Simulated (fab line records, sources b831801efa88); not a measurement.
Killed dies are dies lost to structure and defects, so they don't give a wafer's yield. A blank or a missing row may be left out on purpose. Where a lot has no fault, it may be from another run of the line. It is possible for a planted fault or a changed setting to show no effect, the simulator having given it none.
fab line records | flow sky130
record: lots: 13 wafers: 39 last-day: 50
route steps=708 shown LDD_P@266 LDD_HVP@288 POLY_CUT@312 SD_N@350
lots with no fault: from the same line, run without faults
start-h: the number of hours between the record's first day and the start of the first shown wafer of the lot | wait-h: time in hours since the lot's previous step | " same as the row above | L1.1+2: a row that stands for several wafers | - either no value or no given start | * or withheld: withheld | < > ~ a bound
route shown NAME@n: a module of which the file shows steps, and the number in the route of the first | usual: average and standard deviation across the fault-free wafers | same: alike in all rows | chamber/n: place in a boat | sites: per-site readings | _std_site: the standard deviation of these | _edge_site: inner sites' mean taken away from outer sites' mean | radius-mm: how far each site lies from the wafer's centre | mask NAME#n: copy n | behind: the most recent tool/chamber to have shaped the wafer | hold: reason for holding the lot/hours on hold/outcome of the hold | device: whichever transistor did not switch (one of n, p or np) | end of line: the route-end tests of the same wafers | step lacking rows: just its recipe | killed: not the wafer's yield, but the dies lost to structure and defects at the first sort | map: shows each die of a wafer: x if killed, . if not, _ if none is there
set.NAME: the run value of the setting; set.NAME@STEP: its run value at that earlier step | model.NAME: the simulator's own value behind a step, which no gauge read
the route's steps for a sample of lots (tables are steps, rows are wafers)
services: a tool's chamber out of use, with start hour (start-h, from the record's first day; less than 0 if before it), hours out, and reason
== steps ==
step: SKY_LDD_P_TW_MEAS_11
usual: LDD_P_TW: 635.8/2.8
columns lot.wafer tool chamber start-h wait-h LDD_P_TW
L147.2 film-metro-02 - 427.51 0.1 634.4
L147.3 " - " " 634.8
L147.6 " - " " 632.1
L148.2 film-metro-01 - 444.36 0.1 638.4
L148.3 " - " " 639.4
L148.6 " - " " 641.4
L149.1 film-metro-03 - 449.80 0.1 631.9
L149.5 " - " " 635.6
L149.6 " - " " 633.5
L150.2 film-metro-03 - 454.30 0.1 635.9
L150.4 " - " " 633.7
L150.6 " - " " 636.1
L151.1 film-metro-03 - 476.74 0.1 632.2
L151.3 " - " " 634.4
L151.5 " - " " 632.6
L153.3 film-metro-01 - 493.87 0.1 631.1
L153.4 " - " " 640.5
L153.5 " - " " 637.0
L154.3 film-metro-02 - 503.07 0.1 635.4
L154.4 " - " " 636.4
L154.5 " - " " 636.8
L155.4 film-metro-01 - 507.92 0.1 634.4
L155.5 " - " " 632.0
L155.6 " - " " 635.9
L159.3 film-metro-02 - 540.46 0.1 634.7
L159.4 " - " " 636.7
L159.5 " - " " 637.2
L160.1 film-metro-02 - 552.04 0.1 633.9
L160.2 " - " " 635.7
L160.3 " - " " 632.2
L163.4 film-metro-01 - 583.82 0.1 638.4
L163.5 " - " " 639.4
L163.6 " - " " 639.3
L165.1 film-metro-02 - 592.19 0.1 633.3
L165.3 " - " " 631.7
L165.5 " - " " 632.6
L170.1 film-metro-03 - 646.50 0.1 633.8
L170.2 " - " " 634.2
L170.4 " - " " 631.7
step: SKY_LDD_HVP_TW_MEAS_10
usual: LDD_HVP_TW: 455.9/2.6
columns lot.wafer tool chamber start-h wait-h LDD_HVP_TW
L147.2 film-metro-03 - 489.68 0.1 458.1
L147.3 " - " " 455.9
L147.6 " - " " 455.0
L148.2 film-metro-04 - 506.74 0.1 451.1
L148.3 " - " " 453.1
L148.6 " - " " 453.7
L149.1 film-metro-03 - 512.37 0.1 456.7
L149.5 " - " " 455.4
L149.6 " - " " 455.0
L150.2 film-metro-03 - 516.49 0.1 455.1
L150.4 " - " " 457.7
L150.6 " - " " 455.5
L151.1 film-metro-02 - 538.07 0.1 459.0
L151.3 " - " " 459.1
L151.5 " - " " 457.1
L153.3 film-metro-03 - 554.07 0.1 458.5
L153.4 " - " " 457.1
L153.5 " - " " 458.3
L154.3 film-metro-02 - 565.09 0.1 457.6
L154.4 " - " " 455.2
L154.5 " - " " 454.5
L155.4 film-metro-03 - 569.15 0.1 456.1
L155.5 " - " " 457.3
L155.6 " - " " 457.1
L159.3 film-metro-03 - 600.35 0.1 462.0
L159.4 " - " " 459.4
L159.5 " - " " 460.3
L160.1 film-metro-04 - 611.87 0.1 456.9
L160.2 " - " " 458.5
L160.3 " - " " 457.4
L163.4 film-metro-04 - 642.90 0.1 454.0
L163.5 " - " " 453.4
L163.6 " - " " 450.9
L165.1 film-metro-02 - 650.23 0.1 452.8
L165.3 " - " " 453.9
L165.5 " - " " 452.5
L170.1 film-metro-03 - 703.51 0.1 456.9
L170.2 " - " " 458.1
L170.4 " - " " 458.3
step: SKY_POLY_CUT_EXPOSE_05
recipe: mask-id: NPCM na: 0.8 source-shape: annular sigma-inner: 0.55 sigma-outer: 0.85 target-cd-nm: 270 dose-mj: 32
usual: reticle-temp-C: 23.01/0.11
same: sigma-outer: 0.85
columns lot.wafer tool chamber start-h wait-h mask reticle-temp-C
L147.2 krf-scanner-01 0 539.75 - NPCM#0 22.86
L147.3 " 0 " " NPCM#0 22.95
L147.6 " 0 " " NPCM#0 22.98
L148.2 krf-scanner-02 0 554.48 - NPCM#0 22.98
L148.3 " 0 " " NPCM#0 22.83
L148.6 " 0 " " NPCM#0 23.20
L149.1 krf-scanner-02 0 559.78 - NPCM#0 22.98
L149.5 " 0 " " NPCM#0 23.00
L149.6 " 0 " " NPCM#0 22.99
L150.2 krf-scanner-02 0 563.10 - NPCM#0 23.05
L150.4 " 0 " " NPCM#0 22.87
L150.6 " 0 " " NPCM#0 22.95
L151.1 krf-scanner-01 0 585.21 - NPCM#0 23.04
L151.3 " 0 " " NPCM#0 22.99
L151.5 " 0 " " NPCM#0 23.12
L153.3 krf-scanner-02 0 600.88 - NPCM#0 23.16
L153.4 " 0 " " NPCM#0 23.10
L153.5 " 0 " " NPCM#0 22.99
L154.3 krf-scanner-01 0 611.75 - NPCM#0 23.06
L154.4 " 0 " " NPCM#0 22.86
L154.5 " 0 " " NPCM#0 23.03
L155.4 krf-scanner-02 0 615.27 - NPCM#0 23.10
L155.5 " 0 " " NPCM#0 23.12
L155.6 " 0 " " NPCM#0 23.19
L159.3 krf-scanner-01 0 645.75 - NPCM#0 23.19
L159.4 " 0 " " NPCM#0 22.98
L159.5 " 0 " " NPCM#0 23.13
L160.1 krf-scanner-01 0 656.48 - NPCM#0 23.06
L160.2 " 0 " " NPCM#0 22.99
L160.3 " 0 " " NPCM#0 23.11
L163.4 krf-scanner-01 0 687.07 - NPCM#0 23.18
L163.5 " 0 " " NPCM#0 23.12
L163.6 " 0 " " NPCM#0 23.12
L165.1 krf-scanner-02 0 694.13 - NPCM#0 23.14
L165.3 " 0 " " NPCM#0 23.19
L165.5 " 0 " " NPCM#0 22.92
L170.1 krf-scanner-02 0 749.51 - NPCM#0 22.96
L170.2 " 0 " " NPCM#0 23.09
L170.4 " 0 " " NPCM#0 23.05
step: SKY_POLY_CUT_OVL_MEAS_09
usual: POLY_CUT_OVL: -2/5
columns lot.wafer tool chamber start-h wait-h POLY_CUT_OVL[nm]
L147.2 overlay-02 - 555.11 0.1 -5
L147.3 " - " " -7
L147.6 " - " " -6
L148.2 overlay-02 - 569.76 0.1 2
L148.3 " - " " -6
L148.6 " - " " 2
L149.1 overlay-02 - 574.80 0.1 2
L149.5 " - " " 10
L149.6 " - " " -2
L150.2 overlay-02 - 577.63 0.1 -2
L150.4 " - " " -8
L150.6 " - " " -3
L151.1 overlay-01 - 600.20 0.1 -2
L151.3 " - " " -7
L151.5 " - " " -3
L153.3 overlay-02 - 614.53 0.1 -9
L153.4 " - " " 2
L153.5 " - " " -1
L154.3 overlay-01 - 626.02 0.1 4
L154.4 " - " " -4
L154.5 " - " " -3
L155.4 overlay-02 - 630.72 0.1 -4
L155.5 " - " " -8
L155.6 " - " " -9
L159.3 overlay-02 - 660.62 0.1 3
L159.4 " - " " 0
L159.5 " - " " -4
L160.1 overlay-02 - 670.30 0.1 61
L160.2 " - " " 61
L160.3 " - " " 60
L163.4 overlay-02 - 700.08 0.1 55
L163.5 " - " " 52
L163.6 " - " " 57
L165.1 overlay-01 - 708.30 0.1 -3
L165.3 " - " " -4
L165.5 " - " " 8
L170.1 overlay-02 - 762.56 0.1 4
L170.2 " - " " -7
L170.4 " - " " -4
step: SKY_SD_N_OVL_MEAS_08
usual: SD_N_OVL: -1.1/1.4
columns lot.wafer tool chamber start-h wait-h SD_N_OVL[nm]
L147.2 overlay-01 - 643.47 0.1 0.7
L147.3 " - " " 0.3
L147.6 " - " " -0.2
L148.2 overlay-02 - 657.15 0.1 -1.5
L148.3 " - " " -3.4
L148.6 " - " " -1.4
L149.1 overlay-02 - 662.51 0.1 -0.8
L149.5 " - " " -1.9
L149.6 " - " " -0.7
L150.2 overlay-01 - 665.16 0.1 -2.3
L150.4 " - " " -1.4
L150.6 " - " " -0.3
L151.1 overlay-01 - 686.50 0.1 0.3
L151.3 " - " " -0.9
L151.5 " - " " 0.6
L153.3 overlay-01 - 699.72 0.1 0.8
L153.4 " - " " -0.3
L153.5 " - " " -0.9
L154.3 overlay-01 - 712.12 0.1 2.5
L154.4 " - " " -2.2
L154.5 " - " " -0.3
L155.4 overlay-01 - 715.07 0.1 -0.6
L155.5 " - " " -1.1
L155.6 " - " " -1.6
L159.3 overlay-01 - 742.07 0.1 -4.0
L159.4 " - " " -2.5
L159.5 " - " " -1.3
L160.1 overlay-01 - 753.71 0.1 0.1
L160.2 " - " " 0.4
L160.3 " - " " -1.5
L163.4 overlay-02 - 782.52 0.1 -3.1
L163.5 " - " " -1.6
L163.6 " - " " -0.9
L165.1 overlay-01 - 789.75 0.1 -2.0
L165.3 " - " " -1.5
L165.5 " - " " -2.7
L170.1 overlay-01 - 841.91 0.1 -1.4
L170.2 " - " " -1.3
L170.4 " - " " -1.4
== services ==
columns tool chamber start-h hours kind
krf-scanner-02 - 519.16 1.3 pm
krf-scanner-01 - 522.96 0.8 pm
krf-scanner-01 - 524.15 1.3 pm
krf-scanner-02 - 538.89 4.0 pm
krf-scanner-01 0 544.03 - calibration
krf-scanner-02 - 545.84 0.3 repair
krf-scanner-01 - 546.44 0.3 repair
krf-scanner-01 - 567.29 1.5 repair
krf-scanner-02 - 568.80 0.8 pm
krf-scanner-02 0 574.33 - calibration
krf-scanner-01 - 597.69 1.0 pm
krf-scanner-02 - 617.82 1.4 repair
krf-scanner-02 - 655.15 1.9 repair
krf-scanner-02 - 681.29 0.9 repair
krf-scanner-02 - 683.24 1.0 pm
krf-scanner-01 - 691.76 0.8 pm
krf-scanner-02 - 695.06 1.3 pm
krf-scanner-01 - 700.05 1.3 pm
krf-scanner-01 0 706.08 - calibration
krf-scanner-02 - 727.91 3.6 pm
krf-scanner-01 - 736.36 0.5 repair
krf-scanner-02 - 736.96 0.8 pm
krf-scanner-02 - 739.71 0.7 repair
krf-scanner-02 0 747.97 - calibration
== key ==
first-sign: step: SKY_POLY_CUT_OVL_MEAS_09 reading: POLY_CUT_OVL direction: up sigmas: 12 usual: -2 struck: 58
effect none on later readings
met-at SKY_POLY_CUT_EXPOSE_05
struck-lots L160,L163
tester-left-out L160,L163
not-acting-at SKY_LDD_P_TW_MEAS_11,SKY_LDD_HVP_TW_MEAS_10,SKY_SD_N_OVL_MEAS_08
onset-between 645.75 656.48
fault: kind: scanner-matching-overlay tool: krf-scanner-01 chamber: - onset-h: 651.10 steps: SKY_POLY_CUT_EXPOSE_05 offset: 60.441
tester-left-out: of these lots the tester's yield and bins aren't shown, on N5 and GAA mostly nor the transistor test; their killed dies are dies lost to structure and defects alone, not to doping, threshold or leakage, so they don't give the yield
